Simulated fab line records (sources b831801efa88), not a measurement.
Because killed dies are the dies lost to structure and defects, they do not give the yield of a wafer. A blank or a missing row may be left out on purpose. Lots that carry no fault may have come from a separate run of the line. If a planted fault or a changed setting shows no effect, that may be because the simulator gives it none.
Comparing a struck lot with a sound one -- flow sky130 -- 14 out of 708 route steps
Sound: these wafers, L373.1, L373.4, L373.6. The struck wafers were L381.3, L381.5, L381.6. The cause comes at the end.
Per side, at each step with rows, come the tool, then ch with its chambers, and then its first start. Under that, the readings that differ: sound wafers -- struck wafers -- difference of the means -- sigmas: that difference in standard deviations of wafers without a fault.
alike: words and numbers the same on both sides, and readings whose means are apart by under 2 such deviations; not compared: readings that were withheld, readings missing a value for some wafer, numbers with overlapping values and no deviation given by the record, and bounds like >300 which may hide the same value.
A row with sigmas, a row that says differs or no value, or rows on one side alone: a step with any of these is where the two part. When numbers do not overlap yet have no deviation, they are printed without sigmas and do not part them. Lack of a reading on every wafer of one side parts them only where that side has two or more wafers.

first, 2 steps without rows for these wafers: SKY_LDD_HVN_PEB_05; SKY_LDD_HVN_DEVELOP_06 (develop time 60 s).
SKY_LDD_HVN_OVL_MEAS_07:
  sound on overlay-02 at day 22 16:14; struck on overlay-01 at day 25 06:21
reading,sound,struck,difference,sigmas
LDD_HVN_OVL (nm),-3.7 -2.0 -1.9,1.5 3.9 2.2,+5.1,+4
after that, 1 step had no rows for these wafers: SKY_LDD_HVN_IMPLANT_08.
SKY_LDD_HVN_STRIP_09: strips in O2/N2.
  sound on plasmaAsher-02 ch 0,1, day 22 16:25; struck on plasmaAsher-03 ch 0,1, day 25 06:34
  alike: drypumpMotorCurrentA, oesProductAu, stripTimeToEndpointS
  not compared: rfHoursCounterH
SKY_LDD_HVN_TW_MEAS_10:
  sound on filmMetro-02 at day 22 16:31; struck on filmMetro-02 at day 25 06:38
  alike: LDD_HVN_TW
then, 6 steps without rows for these wafers: SKY_LDD_HVP_DEHYDRATE_00 (time 60 s); SKY_LDD_HVP_HMDS_01 (prime time 60 s); SKY_LDD_HVP_COAT_02 (resist thk 296.3 nm); SKY_LDD_HVP_SOFTBAKE_03 (time 60 s); SKY_LDD_HVP_EXPOSE_04 (exposes mask HVPTM, target cd 700 nm); SKY_LDD_HVP_PEB_05.
SKY_LDD_HVP_DEVELOP_06: develop time 60 s.
  sound on lithoTrack-02 ch 0, day 23 22:04; struck on lithoTrack-04, day 26 11:31
  no value came back on the struck wafers for chillPlateTempC (C), developTimeS (s), exhaustPa (Pa); on the sound wafers chillPlateTempC (C) reads 22.99 22.90 23.05
SKY_LDD_HVP_OVL_MEAS_07:
  sound on overlay-02 at day 23 22:13; struck on overlay-02 at day 26 11:37
reading,sound,struck,difference,sigmas
LDD_HVP_OVL (nm),-1.5 -0.4 -0.8,- - -,no value on the struck wafers,

== WHERE THEY PART ==
First at SKY_LDD_HVN_OVL_MEAS_07; last, within this record, at SKY_LDD_HVP_OVL_MEAS_07.

WHY: whatever the simulator had introduced
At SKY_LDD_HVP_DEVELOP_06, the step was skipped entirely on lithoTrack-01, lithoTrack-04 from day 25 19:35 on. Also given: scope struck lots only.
